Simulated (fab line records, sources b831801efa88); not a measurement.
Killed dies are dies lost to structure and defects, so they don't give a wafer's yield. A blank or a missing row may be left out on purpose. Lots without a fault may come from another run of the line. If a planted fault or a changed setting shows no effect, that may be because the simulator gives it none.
fab line records	flow sky130
record lots=14	wafers=42	last_day=50
route steps=708 shown NWELL@82 SONOS_TUNNEL@164 SONOS_ONO@173 PAD_OPEN@708
lots with no fault: from the same line, run without faults
start_h: hours from the record's opening day to when the first of the lot's shown wafers began	wait_h: how many hours have passed since the lot's step before this one	" same as the row above	L1.1+2: a row that stands for several wafers	- no value present, or no start provided	* or withheld: withheld	< > ~ a bound
route shown NAME@n: names a module that has steps shown in the file, with the first one's number in the route	usual: average and standard deviation across the fault-free wafers	same: alike in all rows	chamber/n: place in a boat	sites: readings site by site	_std_site: standard deviation of those values	_edge_site: inner sites' mean taken away from outer sites' mean	radius_mm: for every site, how far away it sits from the centre of the wafer	mask NAME#n: copy n	behind: tool/chamber where the wafer was last shaped	hold: the reason the lot was held/the length of the hold in hours/how it ended	device: the n, p or np transistor that did not switch	end of line: the route-end tests of the same wafers	step lacking rows: just its recipe	killed: the dies lost at the first sort to structure and to defects; this is not the yield of the wafer	map: shows each die of a wafer: x if killed, . if not, _ if none is there
set.NAME: the setting the step ran with; set.NAME@STEP: the setting that earlier step ran with	model.NAME: the simulator's own value behind a step, which no gauge read
one table for each step of the route and one row for each wafer, over a sample of lots
services: a tool's chamber out of use, with start hour (start_h, from the record's first day; less than 0 if before it), hours out, and reason
## steps
# step SKY_NWELL_RS_MEAS_29
# recipe thk_meas_gauge=four-point-probe
# usual NWELL_RS=625.0/1.7
lot.wafer	tool	chamber	start_h	wait_h	NWELL_RS[ohm/sq]
L394.1	film_metro-03	-	121.24	0.1	625.5
L394.2	"	-	"	"	628.0
L394.6	"	-	"	"	628.2
L397.2	film_metro-02	-	137.44	0.1	625.7
L397.3	"	-	"	"	626.3
L397.5	"	-	"	"	625.9
L398.1	film_metro-04	-	142.60	0.1	622.6
L398.3	"	-	"	"	622.7
L398.6	"	-	"	"	623.0
L399.1	film_metro-04	-	146.05	0.1	622.5
L399.4	"	-	"	"	623.6
L399.5	"	-	"	"	623.7
L400.1	film_metro-04	-	154.35	0.1	625.0
L400.2	"	-	"	"	622.5
L400.4	"	-	"	"	624.7
L401.3	film_metro-04	-	158.33	0.1	623.9
L401.5	"	-	"	"	622.5
L401.6	"	-	"	"	623.0
L402.1	film_metro-03	-	164.00	0.1	626.6
L402.2	"	-	"	"	625.6
L402.5	"	-	"	"	625.4
L403.3	film_metro-02	-	173.11	0.1	624.1
L403.4	"	-	"	"	625.6
L403.6	"	-	"	"	624.2
L404.1	film_metro-02	-	176.84	0.1	626.8
L404.4	"	-	"	"	626.8
L404.6	"	-	"	"	626.7
L407.3	film_metro-04	-	195.30	0.1	628.2
L407.5	"	-	"	"	628.6
L407.6	"	-	"	"	627.0
L411.3	film_metro-03	-	221.29	0.1	626.9
L411.4	"	-	"	"	627.8
L411.6	"	-	"	"	627.2
L412.3	film_metro-02	-	225.43	0.1	623.0
L412.4	"	-	"	"	624.3
L412.6	"	-	"	"	623.1
L414.1	film_metro-02	-	233.84	0.1	623.7
L414.2	"	-	"	"	625.0
L414.5	"	-	"	"	624.3
L415.1	film_metro-02	-	242.87	0.1	624.8
L415.4	"	-	"	"	624.1
L415.5	"	-	"	"	623.4
# step SKY_SONOS_TUNNEL_WET_ETCH_10
# recipe chemistry=dHF	target_depth_nm=14	target=SiO2	dilution=100:1	temp_c=25	time_s=280
# usual bath_heat_duty_pct=6.5/0.77	run_length_s=308/3.4
lot.wafer	tool	chamber	start_h	wait_h	bath_heat_duty_pct	run_length_s
L394.1	wet_bench-04	2	272.30	0.1	7.3	304
L394.2	"	2	"	"	6.0	304
L394.6	"	2	"	"	7.0	304
L397.2	wet_bench-01	1	294.00	0.1	5.7	312
L397.3	"	1	"	"	7.0	312
L397.5	"	1	"	"	5.2	312
L398.1	wet_bench-01	1	300.60	0.1	5.2	305
L398.3	"	1	"	"	5.5	305
L398.6	"	1	"	"	5.4	305
L399.1	wet_bench-01	2	302.98	0.1	6.0	304
L399.4	"	2	"	"	5.7	304
L399.5	"	2	"	"	6.5	304
L400.1	wet_bench-01	3	312.80	0.1	7.0	308
L400.2	"	3	"	"	6.1	308
L400.4	"	3	"	"	6.6	308
L401.3	wet_bench-04	1	319.45	0.1	5.4	305
L401.5	"	1	"	"	6.2	305
L401.6	"	1	"	"	5.8	305
L402.1	wet_bench-02	2	327.15	0.1	-	-
L402.2	"	2	"	"	-	-
L402.5	"	2	"	"	-	-
L403.3	wet_bench-04	3	336.68	0.1	-	-
L403.4	"	3	"	"	-	-
L403.6	"	3	"	"	-	-
L404.1	wet_bench-01	0	343.60	0.1	7.0	307
L404.4	"	0	"	"	8.3	307
L404.6	"	0	"	"	8.1	307
L407.3	wet_bench-04	0	363.90	0.1	4.8	312
L407.5	"	0	"	"	6.0	312
L407.6	"	0	"	"	5.2	312
L411.3	wet_bench-02	3	401.85	0.1	7.1	305
L411.4	"	3	"	"	7.5	305
L411.6	"	3	"	"	6.8	305
L412.3	wet_bench-02	3	407.55	0.1	6.9	306
L412.4	"	3	"	"	6.7	306
L412.6	"	3	"	"	6.8	306
L414.1	wet_bench-01	0	417.63	0.1	7.3	307
L414.2	"	0	"	"	7.3	307
L414.5	"	0	"	"	7.7	307
L415.1	wet_bench-01	2	428.48	0.1	6.7	313
L415.4	"	2	"	"	5.4	313
L415.5	"	2	"	"	6.3	313
# step SKY_SONOS_ONO_THK_MEAS_05
# recipe reads=SiO2_of_SONOS_ONO_CVD_04
# usual SONOS_ONO_CVD_04_THK=5.72/0.1
lot.wafer	tool	chamber	start_h	wait_h	SONOS_ONO_CVD_04_THK[nm]
L394.1	film_metro-01	-	278.58	0.0	5.86
L394.2	"	-	"	"	5.70
L394.6	"	-	"	"	5.72
L398.1	film_metro-04	-	312.52	0.0	5.65
L398.3	"	-	"	"	5.70
L398.6	"	-	"	"	5.74
L397.2	film_metro-02	-	312.53	0.0	5.65
L397.3	"	-	"	"	5.51
L397.5	"	-	"	"	5.51
L399.1	film_metro-01	-	312.58	0.1	5.66
L399.4	"	-	"	"	5.74
L399.5	"	-	"	"	5.60
L400.1	film_metro-01	-	319.67	0.0	5.74
L400.2	"	-	"	"	5.77
L400.4	"	-	"	"	5.83
L401.3	film_metro-02	-	324.60	0.0	5.60
L401.5	"	-	"	"	5.54
L401.6	"	-	"	"	5.72
L404.1	film_metro-04	-	348.60	0.0	5.76
L404.4	"	-	"	"	5.50
L404.6	"	-	"	"	5.62
L407.3	film_metro-04	-	368.82	0.0	5.67
L407.5	"	-	"	"	5.84
L407.6	"	-	"	"	5.77
L411.3	film_metro-04	-	407.94	0.0	5.55
L411.4	"	-	"	"	5.59
L411.6	"	-	"	"	5.56
L412.3	film_metro-04	-	412.64	0.0	5.68
L412.4	"	-	"	"	5.81
L412.6	"	-	"	"	5.82
L414.1	film_metro-04	-	422.36	0.0	5.79
L414.2	"	-	"	"	5.68
L414.5	"	-	"	"	5.81
L415.1	film_metro-04	-	432.68	0.0	5.65
L415.4	"	-	"	"	5.75
L415.5	"	-	"	"	5.57
# step SKY_SONOS_ONO_OVL_MEAS_14
# usual SONOS_ONO_OVL=0.3/1.5
lot.wafer	tool	chamber	start_h	wait_h	SONOS_ONO_OVL[nm]
L394.1	overlay-02	-	303.09	0.1	-2.1
L394.2	"	-	"	"	-1.4
L394.6	"	-	"	"	-1.0
L397.2	overlay-02	-	339.02	0.1	3.7
L397.3	"	-	"	"	2.6
L397.5	"	-	"	"	3.6
L398.1	overlay-02	-	339.16	0.1	2.5
L398.3	"	-	"	"	-0.2
L398.6	"	-	"	"	0.1
L399.1	overlay-02	-	339.31	0.1	2.3
L399.4	"	-	"	"	1.2
L399.5	"	-	"	"	1.0
L400.1	overlay-02	-	346.51	0.1	1.1
L400.2	"	-	"	"	0.7
L400.4	"	-	"	"	1.9
L401.3	overlay-02	-	350.52	0.1	1.2
L401.5	"	-	"	"	-0.9
L401.6	"	-	"	"	1.6
L404.1	overlay-01	-	377.24	0.1	1.2
L404.4	"	-	"	"	-1.7
L404.6	"	-	"	"	-0.2
L407.3	overlay-02	-	397.00	0.1	1.3
L407.5	"	-	"	"	1.8
L407.6	"	-	"	"	0.7
L411.3	overlay-01	-	438.25	0.1	0.5
L411.4	"	-	"	"	0.0
L411.6	"	-	"	"	0.4
L412.3	overlay-02	-	443.27	0.1	1.7
L412.4	"	-	"	"	0.7
L412.6	"	-	"	"	1.8
L414.1	overlay-02	-	453.49	0.1	2.2
L414.2	"	-	"	"	0.3
L414.5	"	-	"	"	0.9
L415.1	overlay-02	-	463.19	0.1	1.0
L415.4	"	-	"	"	1.8
L415.5	"	-	"	"	1.9
# step SKY_PAD_OPEN_PROBE_99
# usual killed_at_M0_to_M3=43/6.5	killed_at_M4_up=3.5/1.9	killed_at_contacts=24/5.4	killed_at_front_end=16/4.8	killed_at_other=0.4/0.64	killed_dies=87/9.4	killed_on_rim=18/4.1	killed_open=47/7	killed_short=40/6.3
# same gross_dies=492	killed_at_back_side=0
lot.wafer	tool	chamber	start_h	wait_h	killed_at_M0_to_M3	killed_at_M4_up	killed_at_contacts	killed_at_front_end	killed_at_other	killed_dies	killed_on_rim	killed_open	killed_short
L401.3	prober-02	-	1126.91	0.2	58	1	24	22	1	106	23	55	50
L401.5	prober-02	-	1127.01	0.2	43	1	25	21	1	91	17	45	46
L401.6	prober-02	-	1127.06	0.2	47	3	30	17	0	97	19	51	44
L403.3	prober-01	-	1141.91	0.2	41	3	42	406	0	492	96	49	46
L403.4	prober-01	-	1141.96	0.2	35	6	36	415	0	492	96	58	30
L403.6	prober-01	-	1142.06	0.2	39	2	31	419	1	492	96	48	36
L402.1	prober-01	-	1143.31	0.1	45	3	27	416	1	492	96	38	47
L402.2	prober-01	-	1143.36	0.1	44	5	27	415	1	492	96	44	39
L402.5	prober-01	-	1143.51	0.2	42	4	26	420	0	492	96	49	37
L407.3	prober-01	-	1157.41	0.2	46	1	29	15	0	91	12	44	47
L407.5	prober-01	-	1157.51	0.2	39	7	25	16	0	87	11	46	41
L407.6	prober-01	-	1157.56	0.2	42	5	18	19	2	86	22	32	54
# killed by level:class
L401.3 VIA1:geometric_particle:open=15 CONTACT:geometric_particle:open=12 METAL2:geometric_particle:short=9 METAL1:geometric_particle:short=8 POLY_GATE:geometric_particle:short=6 VIA3:geometric_particle:open=6 LI_CONTACT:geometric_particle:open=5 VIA1:geometric_particle:short=5
L401.5 VIA1:geometric_particle:open=13 FIELD_ISO:geometric_particle:short=7 POLY_GATE:geometric_particle:short=7 CONTACT:geometric_particle:open=7 VIA1:geometric_particle:short=7 LI_CONTACT:geometric_particle:open=6 VIA2:geometric_particle:open=6 CONTACT:geometric_particle:short=5
L401.6 VIA1:geometric_particle:open=12 CONTACT:geometric_particle:open=11 CONTACT:geometric_particle:short=9 METAL1:geometric_particle:short=6 METAL2:geometric_particle:short=6 LI_CONTACT:geometric_particle:open=5 POLY_GATE:geometric_particle:short=4 SPACER:geometric_particle:open=4
L403.3 SONOS_TUNNEL:area_etch=395 LI_CONTACT:geometric_particle:open=17 LOCAL_INTERCONNECT:geometric_particle:short=12 VIA1:geometric_particle:open=12 VIA1:geometric_particle:short=8 CONTACT:geometric_particle:open=7 METAL1:geometric_particle:short=4 FIELD_ISO:geometric_particle:short=3
L403.4 SONOS_TUNNEL:area_etch=403 CONTACT:geometric_particle:open=18 VIA1:geometric_particle:open=10 LI_CONTACT:geometric_particle:open=7 POLY_GATE:geometric_particle:short=6 LOCAL_INTERCONNECT:geometric_particle:short=5 METAL1:geometric_particle:short=5 METAL2:geometric_particle:short=5
L403.6 SONOS_TUNNEL:area_etch=407 VIA1:geometric_particle:open=10 LI_CONTACT:geometric_particle:open=8 LOCAL_INTERCONNECT:geometric_particle:short=8 CONTACT:geometric_particle:open=7 VIA3:geometric_particle:open=6 VIA1:geometric_particle:short=5 FIELD_ISO:geometric_particle:short=4
L402.1 SONOS_TUNNEL:area_etch=406 VIA1:geometric_particle:open=9 VIA2:geometric_particle:open=8 LOCAL_INTERCONNECT:geometric_particle:short=8 FIELD_ISO:geometric_particle:short=6 CONTACT:geometric_particle:open=6 VIA3:geometric_particle:open=6 LI_CONTACT:geometric_particle:open=5
L402.2 SONOS_TUNNEL:area_etch=407 LI_CONTACT:geometric_particle:open=11 CONTACT:geometric_particle:open=10 VIA1:geometric_particle:open=7 METAL2:geometric_particle:short=7 VIA1:geometric_particle:short=6 VIA2:geometric_particle:open=5 METAL1:geometric_particle:short=5
L402.5 SONOS_TUNNEL:area_etch=405 LI_CONTACT:geometric_particle:open=9 VIA2:geometric_particle:open=8 VIA1:geometric_particle:open=8 CONTACT:geometric_particle:open=7 METAL2:geometric_particle:short=6 CONTACT:geometric_particle:short=5 VIA3:geometric_particle:open=5
L407.3 VIA1:geometric_particle:open=14 CONTACT:geometric_particle:short=8 METAL1:geometric_particle:short=6 LOCAL_INTERCONNECT:geometric_particle:short=6 CONTACT:geometric_particle:open=6 VIA3:geometric_particle:open=6 POLY_GATE:geometric_particle:short=5 LI_CONTACT:geometric_particle:open=5
L407.5 VIA1:geometric_particle:open=10 LI_CONTACT:geometric_particle:open=9 CONTACT:geometric_particle:open=8 METAL4:geometric_particle:short=6 LOCAL_INTERCONNECT:geometric_particle:short=5 VIA3:geometric_particle:open=5 FIELD_ISO:geometric_particle:open=4 VIA2:geometric_particle:open=4
L407.6 METAL2:geometric_particle:short=8 FIELD_ISO:geometric_particle:short=6 METAL1:geometric_particle:short=6 VIA1:geometric_particle:short=6 CONTACT:geometric_particle:open=5 LOCAL_INTERCONNECT:geometric_particle:short=5 VIA1:geometric_particle:open=5 METAL4:geometric_particle:short=5
## services
tool	chamber	start_h	hours	kind
wet_bench-02	-	284.30	1.2	repair
wet_bench-01	-	300.84	0.8	repair
wet_bench-02	-	316.23	1.6	repair
wet_bench-04	-	326.02	2.3	repair
wet_bench-04	-	344.09	4.3	repair
wet_bench-01	-	392.04	1.0	repair
## key
first_sign step=SKY_SONOS_TUNNEL_WET_ETCH_10	reading=tool_record	direction=missing
effect step=SKY_PAD_OPEN_PROBE_99	reading=killed_at_front_end	direction=up	sigmas=84	usual=16	struck=415
more_kills_born_at SKY_SONOS_TUNNEL_WET_ETCH_10@wet_bench-02=1218	SKY_SONOS_TUNNEL_WET_ETCH_10@wet_bench-04=1205
met_at SKY_SONOS_TUNNEL_WET_ETCH_10
struck_lots L402,L403
later_rows_left_out L402.1,L402.2,L402.5,L403.3,L403.4,L403.6
tester_left_out L402,L403
not_acting_at SKY_NWELL_RS_MEAS_29,SKY_SONOS_ONO_THK_MEAS_05,SKY_SONOS_ONO_OVL_MEAS_14
onset_between 319.45 327.15
fault kind=skipped_step_whole	tool=wet_bench-02,wet_bench-04	chamber=-	onset_h=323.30	steps=SKY_SONOS_TUNNEL_WET_ETCH_10	scope=struck_lots_only
# tester_left_out: of these lots the tester's yield and bins aren't shown, on N5 and GAA mostly nor the transistor test; their killed dies are dies lost to structure and defects alone, not to doping, threshold or leakage, so they don't give the yield
# later_rows_left_out: the simulator's readings of these wafers behind a module that went badly wrong aren't trusted and aren't shown, but for the sort
